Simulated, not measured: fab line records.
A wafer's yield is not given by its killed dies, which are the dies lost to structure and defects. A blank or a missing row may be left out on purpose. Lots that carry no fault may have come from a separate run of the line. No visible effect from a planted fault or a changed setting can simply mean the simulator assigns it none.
Which tool was responsible? | flow gf180mcu | 24 lots, 72 wafers sampled, at 6 steps of a route of 602

WHAT THE GAUGES READ, wafer by wafer
GF_DNWELL_TW_MEAS_09. Usual: DNWELL_TW typically reads 1328, with standard deviation 9.5.
lot  | measured    | on           | DNWELL_TW      | flag
L074 | day 2 18:54 | filmMetro-03 | 1300 1308 1308 | 
L075 | day 2 23:55 | filmMetro-04 | 1332 1339 1339 | 
L076 | day 3 05:43 | filmMetro-03 | 1317 1316 1322 | 
L077 | day 3 12:56 | filmMetro-04 | 1330 1332 1334 | 
L078 | day 3 14:48 | filmMetro-03 | 1328 1330 1332 | 
L079 | day 3 22:13 | filmMetro-04 | 1336 1346 1344 | 
L080 | day 4 02:12 | filmMetro-03 | 1321 1316 1309 | 
L081 | day 4 06:38 | filmMetro-01 | 1324 1326 1329 | 
L082 | day 4 14:10 | filmMetro-01 | 1327 1320 1325 | 
L083 | day 4 17:18 | filmMetro-01 | 1320 1320 1326 | 
L084 | day 4 22:48 | filmMetro-04 | 1333 1334 1346 | 
L085 | day 5 05:10 | filmMetro-03 | 1323 1333 1324 | 
L086 | day 5 11:27 | filmMetro-03 | 1316 1322 1326 | 
L087 | day 5 15:55 | filmMetro-03 | 1336 1331 1331 | 
L088 | day 5 21:02 | filmMetro-04 | 1342 1338 1350 | 
L089 | day 6 01:43 | filmMetro-01 | 1343 1338 1347 | 
L090 | day 6 10:00 | filmMetro-01 | 1340 1337 1337 | 
L091 | day 6 13:44 | filmMetro-04 | 1326 1335 1335 | 
L092 | day 6 18:04 | filmMetro-03 | 1331 1324 1316 | 
L093 | day 6 22:36 | filmMetro-03 | 1318 1322 1322 | 
L094 | day 7 08:05 | filmMetro-03 | 1333 1328 1332 | 
L095 | day 7 11:21 | filmMetro-03 | 1336 1333 1326 | 
L096 | day 7 15:42 | filmMetro-03 | 1318 1319 1322 | 
L097 | day 7 20:25 | filmMetro-04 | 1336 1334 1334 | 

GF_VT_IMPLANT_RS_MEAS_47: measurement is done with a four-point probe. Usual: NWELL_RS typically reads 488.0 ohm/sq, with standard deviation 1.1.
lot  | measured     | on           | NWELL_RS (ohm/sq) | flag
L074 | day 7 13:53  | filmMetro-04 | 489.0 487.7 488.5 | 
L075 | day 7 20:12  | filmMetro-02 | 487.5 486.7 488.1 | 
L076 | day 8 02:34  | filmMetro-01 | 488.8 488.4 487.2 | 
L077 | day 8 13:02  | filmMetro-04 | 488.8 488.7 487.6 | 
L078 | day 8 15:27  | filmMetro-02 | 487.4 487.8 487.9 | 
L079 | day 9 00:04  | filmMetro-01 | 488.4 487.6 488.3 | 
L080 | day 9 06:09  | filmMetro-02 | 488.4 489.1 487.7 | 
L081 | day 9 09:28  | filmMetro-01 | 488.5 487.6 486.5 | 
L082 | day 9 20:48  | filmMetro-04 | 488.0 486.4 488.7 | 
L083 | day 10 00:31 | filmMetro-01 | 488.8 489.1 489.6 | 
L084 | day 10 06:39 | filmMetro-04 | 488.4 488.4 490.2 | 
L085 | day 10 14:25 | filmMetro-04 | 488.4 489.6 487.5 | 
L086 | day 10 23:27 | filmMetro-01 | 485.8 487.0 484.3 | 
L087 | day 11 02:50 | filmMetro-04 | 488.4 487.5 488.3 | 
L088 | day 11 09:04 | filmMetro-04 | 486.8 487.6 488.8 | 
L089 | day 11 17:07 | filmMetro-04 | 486.9 487.7 487.8 | 
L090 | day 12 04:08 | filmMetro-01 | 488.8 488.4 489.4 | 
L091 | day 12 08:55 | filmMetro-01 | 488.0 488.1 487.1 | 
L092 | day 12 11:37 | filmMetro-01 | 486.7 487.3 486.3 | 
L093 | day 12 19:26 | filmMetro-01 | 488.6 489.7 487.5 | 
L094 | day 13 08:52 | filmMetro-04 | 489.0 489.1 488.7 | 
L095 | day 13 11:07 | filmMetro-04 | 487.0 486.3 487.6 | 
L096 | day 13 18:06 | filmMetro-04 | 488.2 488.6 488.6 | 
L097 | day 14 00:00 | filmMetro-04 | 489.5 489.3 489.6 | 

GF_HV_LDD_CD_MEAS_07: the cd target is 400 nm. Usual: cdNm at 400.3 nm, with a standard deviation of 2.4.
lot  | measured     | on       | cdNm (nm)         | flag
L074 | day 10 00:58 | cdSem-02 | 402.9 399.5 399.3 | 
L075 | day 10 04:25 | cdSem-01 | 401.9 399.3 401.4 | 
L076 | day 10 12:16 | cdSem-01 | 397.4 396.8 398.2 | 
L077 | day 11 00:26 | cdSem-01 | 401.2 402.3 401.9 | 
L078 | day 11 05:38 | cdSem-02 | 401.5 399.5 399.4 | 
L079 | day 11 12:34 | cdSem-01 | 403.0 401.6 401.0 | 
L080 | day 11 21:36 | cdSem-01 | 399.7 400.9 400.0 | 
L081 | day 12 00:47 | cdSem-02 | 398.2 396.8 397.8 | 
L082 | day 12 13:17 | cdSem-01 | 396.3 397.2 399.0 | 
L083 | day 12 18:30 | cdSem-01 | 402.0 402.1 400.9 | 
L084 | day 12 23:42 | cdSem-01 | 401.2 402.6 402.8 | 
L085 | day 13 09:52 | cdSem-01 | 402.8 403.3 401.8 | 
L086 | day 13 19:14 | cdSem-01 | 400.2 401.0 400.0 | 
L087 | day 13 20:08 | cdSem-02 | 398.0 398.2 397.7 | 
L088 | day 14 02:50 | cdSem-01 | 395.3 397.2 396.3 | 
L089 | day 14 14:37 | cdSem-02 | 401.2 404.4 400.9 | 
L090 | day 14 23:42 | cdSem-02 | 400.5 399.9 401.4 | 
L091 | day 15 05:20 | cdSem-01 | 397.8 400.5 401.9 | 
L092 | day 15 07:41 | cdSem-02 | 399.0 398.0 396.5 | 
L093 | day 15 18:12 | cdSem-01 | 402.0 398.3 399.6 | 
L094 | day 16 09:57 | cdSem-01 | 395.7 398.1 395.6 | 
L095 | day 16 11:16 | cdSem-02 | 402.6 400.7 404.1 | 
L096 | day 16 18:01 | cdSem-02 | 401.0 403.6 403.6 | 
L097 | day 16 23:24 | cdSem-02 | 403.2 404.8 403.8 | 

WHICH TOOL RAN EACH LOT (tool, then ch and the chambers of the sampled wafers, then the start)
lot  | GF_STI_ETCH_14                 | GF_DNWELL_STRIP_08                 | GF_VT_IMPLANT_STRIP_42
L074 | rieSi-02 ch 0,3, day 2 01:40   | plasmaAsher-04 ch 0,1, day 2 18:47 | plasmaAsher-02 ch 0,1, day 7 13:25
L075 | rieSi-01 ch 1,2,3, day 2 06:34 | plasmaAsher-04 ch 0,1, day 2 23:50 | plasmaAsher-03 ch 0,1, day 7 19:45
L076 | rieSi-01 ch 2,3, day 2 11:26   | plasmaAsher-02 ch 0,1, day 3 05:36 | plasmaAsher-02 ch 0,1, day 8 02:07
L077 | rieSi-01 ch 0,1,3, day 2 18:29 | plasmaAsher-03 ch 0,1, day 3 12:50 | plasmaAsher-02 ch 0,1, day 8 12:36
L078 | rieSi-02 ch 0,1,2, day 2 22:02 | plasmaAsher-04 ch 0,1, day 3 14:42 | plasmaAsher-01 ch 0,1, day 8 15:01
L079 | rieSi-01 ch 0,1, day 3 03:35   | plasmaAsher-04 ch 0,1, day 3 22:06 | plasmaAsher-02 ch 0,1, day 8 23:37
L080 | rieSi-02 ch 0,2,3, day 3 07:41 | plasmaAsher-03 ch 0,1, day 4 02:06 | plasmaAsher-02 ch 0,1, day 9 05:43
L081 | rieSi-02 ch 2,3, day 3 13:32   | plasmaAsher-02 ch 0,1, day 4 06:32 | plasmaAsher-01 ch 0,1, day 9 09:02
L082 | rieSi-02 ch 0,1,3, day 3 20:44 | plasmaAsher-04 ch 0,1, day 4 14:04 | plasmaAsher-03 ch 0,1, day 9 20:22
L083 | rieSi-01 ch 0,2,3, day 3 23:00 | plasmaAsher-03 ch 0,1, day 4 17:12 | plasmaAsher-03 ch 0,1, day 10 00:05
L084 | rieSi-01 ch 1,2,3, day 4 04:42 | plasmaAsher-04 ch 0,1, day 4 22:42 | plasmaAsher-03 ch 0,1, day 10 06:13
L085 | rieSi-01 ch 0,2,3, day 4 10:56 | plasmaAsher-04 ch 0,1, day 5 05:05 | plasmaAsher-01 ch 0,1, day 10 13:59
L086 | rieSi-02 ch 1,2,3, day 4 15:02 | plasmaAsher-03 ch 0,1, day 5 11:21 | plasmaAsher-03 ch 0,1, day 10 23:01
L087 | rieSi-02 ch 1,2,3, day 4 21:07 | plasmaAsher-02 ch 0,1, day 5 15:50 | plasmaAsher-03 ch 0,1, day 11 02:24
L088 | rieSi-01 ch 0,1,2, day 5 01:34 | plasmaAsher-02 ch 0,1, day 5 20:56 | plasmaAsher-01 ch 0,1, day 11 08:38
L089 | rieSi-01 ch 1,2,3, day 5 06:25 | plasmaAsher-03 ch 0,1, day 6 01:38 | plasmaAsher-02 ch 0,1, day 11 16:41
L090 | rieSi-01 ch 0,1,2, day 5 12:42 | plasmaAsher-04 ch 0, day 6 09:54   | plasmaAsher-01 ch 0, day 12 03:42
L091 | rieSi-01 ch 0,2,3, day 5 17:16 | plasmaAsher-03 ch 0,1, day 6 13:38 | plasmaAsher-03 ch 0,1, day 12 08:29
L092 | rieSi-02 ch 0,1,2, day 5 22:03 | plasmaAsher-04 ch 0,1, day 6 17:59 | plasmaAsher-01 ch 0,1, day 12 11:11
L093 | rieSi-02 ch 0,1,2, day 6 03:17 | plasmaAsher-02 ch 0,1, day 6 22:30 | plasmaAsher-03 ch 0,1, day 12 19:00
L094 | rieSi-02 ch 0,2, day 6 08:59   | plasmaAsher-03 ch 0,1, day 7 07:59 | plasmaAsher-02 ch 0,1, day 13 08:25
L095 | rieSi-02 ch 2,3, day 6 14:38   | plasmaAsher-04 ch 0,1, day 7 11:14 | plasmaAsher-01 ch 0,1, day 13 10:40
L096 | rieSi-01 ch 1,2,3, day 6 19:02 | plasmaAsher-04 ch 0,1, day 7 15:35 | plasmaAsher-03 ch 0, day 13 17:39
L097 | rieSi-01 ch 0,1,2, day 7 00:22 | plasmaAsher-02 ch 0,1, day 7 20:18 | plasmaAsher-03 ch 0,1, day 13 23:33
- GF_STI_ETCH_14: etches Si in HBr/Cl2/O2, target depth 360 nm, time 102.9 s.
- GF_DNWELL_STRIP_08: strips in O2/N2.
- GF_VT_IMPLANT_STRIP_42: strips in O2/N2.

WHAT THE TOOLS THEMSELVES READ (means of the sampled wafers that have a number; where no wafer has one, the mark that the record gives instead)
GF_STI_ETCH_14. Usual: chamberPressureMTorr 14.999 mTorr, standard deviation 0.013; drypumpMotorCurrentA 5.9 A, standard deviation 0.47; mfcCl2Sccm 40.01 sccm, standard deviation 0.12; oesProductAu 1.001 a.u., standard deviation 0.0079; throttleValvePct 25.657 %, standard deviation 0.0095.
lot  | tool     | chamberPressureMTorr (mTorr) | drypumpMotorCurrentA (A) | mfcCl2Sccm (sccm) | oesProductAu (a.u.) | throttleValvePct (%) | flag
L074 | rieSi-02 | 15.001                       | 6.3                      | 40.03             | 1.003               | 25.663               | 
L075 | rieSi-01 | 14.984                       | 5.8                      | 40.01             | 0.997               | 25.653               | 
L076 | rieSi-01 | 14.996                       | 5.8                      | 39.94             | 0.998               | 25.661               | 
L077 | rieSi-01 | 14.997                       | 5.5                      | 40.02             | 0.996               | 25.661               | 
L078 | rieSi-02 | 15.000                       | 6.0                      | 39.89             | 0.995               | 25.671               | 
L079 | rieSi-01 | 15.003                       | 5.6                      | 39.87             | 1.010               | 25.657               | 
L080 | rieSi-02 | 14.996                       | 6.3                      | 39.96             | 1.006               | 25.652               | 
L081 | rieSi-02 | 15.011                       | 6.5                      | 39.94             | 1.005               | 25.645               | 
L082 | rieSi-02 | 14.997                       | 6.1                      | 40.05             | 0.996               | 25.652               | 
L083 | rieSi-01 | 15.018                       | 5.6                      | 40.10             | 1.004               | 25.653               | 
L084 | rieSi-01 | 15.001                       | 5.9                      | 39.97             | 0.993               | 25.654               | 
L085 | rieSi-01 | 15.007                       | 5.7                      | 39.99             | 0.997               | 25.658               | 
L086 | rieSi-02 | 14.996                       | 6.3                      | 40.03             | 1.002               | 25.657               | 
L087 | rieSi-02 | 15.000                       | 6.3                      | 40.00             | 1.005               | 25.649               | 
L088 | rieSi-01 | 15.000                       | 5.6                      | 40.08             | 1.008               | 25.651               | 
L089 | rieSi-01 | 15.008                       | 5.8                      | 39.96             | 1.005               | 25.658               | 
L090 | rieSi-01 | 15.008                       | 5.6                      | 40.02             | 1.005               | 25.654               | 
L091 | rieSi-01 | 14.978                       | 5.7                      | 39.92             | 0.999               | 25.659               | 
L092 | rieSi-02 | 15.004                       | 6.0                      | 40.01             | 1.005               | 25.662               | 
L093 | rieSi-02 | 15.001                       | 6.0                      | 40.12             | 1.013               | 25.662               | 
L094 | rieSi-02 | 14.995                       | 5.9                      | 39.95             | 1.007               | 25.649               | 
L095 | rieSi-02 | 15.005                       | 6.6                      | 39.95             | 1.005               | 25.653               | 
L096 | rieSi-01 | 14.990                       | 5.8                      | 39.91             | 1.003               | 25.650               | 
L097 | rieSi-01 | 14.995                       | 5.6                      | 40.07             | 0.999               | 25.652               | 

GF_DNWELL_STRIP_08. Usual: chamberPressureMTorr 1500.1 mTorr, standard deviation 1.4; drypumpMotorCurrentA 5.6 A, standard deviation 0.58; heaterPowerW 325 W, standard deviation 21; oesProductAu 0.722 a.u., standard deviation 0.0043; platenTempC 249.97 C, standard deviation 0.18; stripTimeToEndpointS 37.01 s, standard deviation 0.12.
lot  | tool           | chamberPressureMTorr (mTorr) | drypumpMotorCurrentA (A) | heaterPowerW (W) | oesProductAu (a.u.) | platenTempC (C) | stripTimeToEndpointS (s) | flag
L074 | plasmaAsher-04 | 1500.3                       | 5.7                      | 344              | 0.728               | 249.97          | 36.87                    | 
L075 | plasmaAsher-04 | 1500.5                       | 5.6                      | 347              | 0.723               | 249.94          | 36.82                    | 
L076 | plasmaAsher-02 | 1499.8                       | 6.2                      | 300              | 0.722               | 249.90          | 36.93                    | 
L077 | plasmaAsher-03 | 1500.0                       | 5.4                      | 312              | 0.725               | 250.00          | 37.16                    | 
L078 | plasmaAsher-04 | 1500.0                       | 5.6                      | 349              | 0.718               | 249.83          | 37.09                    | 
L079 | plasmaAsher-04 | 1499.0                       | 5.7                      | 344              | 0.728               | 250.18          | 36.89                    | 
L080 | plasmaAsher-03 | 1500.0                       | 5.3                      | 309              | 0.726               | 249.94          | 37.18                    | 
L081 | plasmaAsher-02 | 1499.3                       | 6.4                      | 298              | 0.721               | 250.06          | 37.12                    | 
L082 | plasmaAsher-04 | 1500.4                       | 5.2                      | 344              | 0.723               | 249.87          | 37.06                    | 
L083 | plasmaAsher-03 | 1500.9                       | 5.4                      | 315              | 0.724               | 249.74          | 36.93                    | 
L084 | plasmaAsher-04 | 1501.0                       | 5.3                      | 346              | 0.719               | 249.92          | 36.92                    | 
L085 | plasmaAsher-04 | 1500.3                       | 5.3                      | 343              | 0.726               | 249.93          | 37.00                    | 
L086 | plasmaAsher-03 | 1499.4                       | 5.3                      | 315              | 0.724               | 249.93          | 37.13                    | 
L087 | plasmaAsher-02 | 1500.2                       | 6.2                      | 300              | 0.722               | 249.84          | 36.91                    | 
L088 | plasmaAsher-02 | 1499.4                       | 6.2                      | 298              | 0.717               | 250.02          | 37.01                    | 
L089 | plasmaAsher-03 | 1500.7                       | 5.3                      | 313              | 0.721               | 249.85          | 36.96                    | 
L090 | plasmaAsher-04 | 1499.6                       | 4.8                      | 349              | 0.726               | 249.97          | 36.78                    | 
L091 | plasmaAsher-03 | 1500.2                       | 5.3                      | 314              | 0.720               | 249.87          | 37.11                    | 
L092 | plasmaAsher-04 | 1500.7                       | 5.2                      | 346              | 0.720               | 249.90          | 36.97                    | 
L093 | plasmaAsher-02 | 1500.6                       | 6.4                      | 301              | 0.724               | 250.05          | 36.99                    | 
L094 | plasmaAsher-03 | 1500.4                       | 5.3                      | 316              | 0.729               | 250.10          | 37.09                    | 
L095 | plasmaAsher-04 | 1499.4                       | 5.6                      | 345              | 0.722               | 250.18          | 37.01                    | 
L096 | plasmaAsher-04 | 1500.6                       | 5.7                      | 349              | 0.722               | 249.95          | 37.15                    | 
L097 | plasmaAsher-02 | 1500.7                       | 6.4                      | 297              | 0.725               | 250.14          | 37.16                    | 

GF_VT_IMPLANT_STRIP_42. Usual: chamberPressureMTorr 1500.2 mTorr, standard deviation 1.4; drypumpMotorCurrentA 5.6 A, standard deviation 0.49; heaterPowerW 314 W, standard deviation 14; oesProductAu 0.715 a.u., standard deviation 0.0044; platenTempC 250.02 C, standard deviation 0.18; stripTimeToEndpointS 12.64 s, standard deviation 0.034.
lot  | tool           | chamberPressureMTorr (mTorr) | drypumpMotorCurrentA (A) | heaterPowerW (W) | oesProductAu (a.u.) | platenTempC (C) | stripTimeToEndpointS (s) | flag
L074 | plasmaAsher-02 | 1501.6                       | 6.2                      | 303              | 0.714               | 250.11          | 12.64                    | 
L075 | plasmaAsher-03 | 1500.5                       | 5.3                      | 317              | 0.718               | 249.91          | 12.66                    | 
L076 | plasmaAsher-02 | 1501.3                       | 6.2                      | 297              | 0.714               | 250.28          | 12.72                    | 
L077 | plasmaAsher-02 | 1500.6                       | 6.4                      | 292              | 0.714               | 249.98          | 12.63                    | 
L078 | plasmaAsher-01 | 1499.7                       | 5.2                      | 336              | 0.717               | 249.93          | 12.60                    | 
L079 | plasmaAsher-02 | 1500.4                       | 6.2                      | 300              | 0.713               | 250.00          | 12.60                    | 
L080 | plasmaAsher-02 | 1501.1                       | 6.4                      | 294              | 0.711               | 250.05          | 12.63                    | 
L081 | plasmaAsher-01 | 1500.6                       | 5.2                      | 329              | 0.713               | 249.99          | 12.62                    | 
L082 | plasmaAsher-03 | 1500.5                       | 5.3                      | 313              | 0.716               | 250.12          | 12.63                    | 
L083 | plasmaAsher-03 | 1500.2                       | 5.3                      | 312              | 0.715               | 249.82          | 12.60                    | 
L084 | plasmaAsher-03 | 1500.4                       | 5.3                      | 310              | 0.713               | 249.85          | 12.62                    | 
L085 | plasmaAsher-01 | 1499.0                       | 5.2                      | 329              | 0.716               | 250.05          | 12.61                    | 
L086 | plasmaAsher-03 | 1499.4                       | 5.3                      | 314              | 0.712               | 249.93          | 12.65                    | 
L087 | plasmaAsher-03 | 1499.5                       | 5.3                      | 316              | 0.718               | 249.89          | 12.68                    | 
L088 | plasmaAsher-01 | 1500.1                       | 5.2                      | 324              | 0.714               | 249.98          | 12.63                    | 
L089 | plasmaAsher-02 | 1500.4                       | 6.2                      | 298              | 0.718               | 250.24          | 12.67                    | 
L090 | plasmaAsher-01 | 1499.5                       | 5.1                      | 340              | 0.711               | 250.02          | 12.61                    | 
L091 | plasmaAsher-03 | 1500.2                       | 5.3                      | 318              | 0.712               | 250.02          | 12.65                    | 
L092 | plasmaAsher-01 | 1499.9                       | 5.2                      | 334              | 0.717               | 250.07          | 12.67                    | 
L093 | plasmaAsher-03 | 1499.4                       | 5.3                      | 315              | 0.714               | 250.10          | 12.61                    | 
L094 | plasmaAsher-02 | 1498.1                       | 6.2                      | 297              | 0.713               | 250.11          | 12.63                    | 
L095 | plasmaAsher-01 | 1500.3                       | 5.2                      | 331              | 0.713               | 249.90          | 12.61                    | 
L096 | plasmaAsher-03 | 1500.8                       | 5.2                      | 317              | 0.716               | 249.95          | 12.66                    | 
L097 | plasmaAsher-03 | 1500.1                       | 5.3                      | 314              | 0.717               | 249.99          | 12.64                    | 

THE ANSWER, worked out from the rows above alone
Rule: lot off if the mean of its wafers having a number is beyond 3 standard deviations from the usual mean. A lot without any number at a reading at which 4 lots or more have one is off too. Where the step has rows for the other lots, those lots are counted as sound. After the gauges, taken in route order, come the tools' own readings; for these a lot's mean is taken, as printed above. At the first step where some lot is off, the reading lying furthest off is the one used; lots without a number count as furthest.
No lot is off at any reading shown: from this, nothing can be told.

WHAT THE SIMULATOR HAD INSERTED
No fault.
